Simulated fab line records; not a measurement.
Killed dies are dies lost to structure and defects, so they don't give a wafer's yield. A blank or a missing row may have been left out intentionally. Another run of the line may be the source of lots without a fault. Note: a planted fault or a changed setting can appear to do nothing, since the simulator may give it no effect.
One fault seen from 2 desks ; flow gf180mcu ; what lay behind the numbers comes last; until then each desk has only its own

TOOL OWNER'S DESK, litho-track-03
The tool's own readings at GF_M5_PEB_05 (peb time 90 s): means of the sampled wafers that have a number, for each lot that ran on this tool. If a lot's mean is further than 4 standard deviations from the usual mean, the lot is out of limits and carries the mark OUT (the distance appears in the brackets).
Columns: A = heater-power-total-W at GF_M5_PEB_05, usual 85.69 W; B = plate-temp-C at GF_M5_PEB_05, usual 134.99 C
lot;first seen here;A;B
L781;day 26 19:52;85.65;135.02
L782;day 26 20:31;85.78;134.98
L785;day 27 21:56;85.71;134.91
L791;day 29 17:33;85.71;135.11
L793;day 30 05:15;85.74;134.87
L797;day 31 08:57;90.38 (+54) OUT;140.75 (+41) OUT
L798;day 32 00:29;90.43 (+55) OUT;140.70 (+41) OUT
L800;day 32 05:12;90.43 (+55) OUT;140.60 (+40) OUT
This desk finds L797, L798, L800 out of limits, L797 being first, at day 31 08:57 (heater-power-total-W at GF_M5_PEB_05). L781, L782, L785, L791, L793: within limits.

FROM THE METROLOGY DESK
What the gauges read for every lot (on any tool): the sampled wafers with a number, averaged. If a lot's mean is further than 4 standard deviations from the usual mean, the lot is out of limits and carries the mark OUT (the distance appears in the brackets).
Columns: A = cd-nm at GF_M5_CD_MEAS_07, usual 280.5 nm; B = M5_OVL at GF_M5_OVL_MEAS_08, usual -2 nm
lot;first seen here;A;B
L780;day 26 08:02;281.4;1
L781;day 26 20:13;280.4;3
L782;day 26 20:52;280.0;-9
L784;day 27 15:12;280.1;-9
L785;day 27 22:17;281.2;-5
L787;day 28 15:11;279.6;-8
L789;day 29 08:57;281.0;4
L791;day 29 17:52;281.1;3
L793;day 30 05:36;281.2;-8
L797;day 31 09:18;270.8 (-8.8) OUT;6
L798;day 32 00:49;271.5 (-8.2) OUT;3
L800;day 32 05:31;270.4 (-9.2) OUT;-1
This desk finds L797, L798, L800 out of limits, L797 being first, at day 31 09:18 (cd-nm at GF_M5_CD_MEAS_07). L780, L781, L782, L784, L785, L787, L789, L791, L793: within limits.

ALL TOGETHER
An alarm could have come from the tool owner's desk at day 31 08:57, on L797, L798, L800.
Metrology desk: alarm possible at day 31 09:18 on L797, L798, L800.
Of the lots named, all ran GF_M5_PEB_05 on litho-track-03.

WHAT THE SIMULATOR HAD INSERTED
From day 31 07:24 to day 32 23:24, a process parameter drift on litho-track-03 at GF_M5_PEB_05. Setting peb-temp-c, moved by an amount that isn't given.
Shown lots that were struck: L797, L798, L800.
Fault start to first reading out of limits, in hours, per desk: tool owner, 2; metrology, 2.
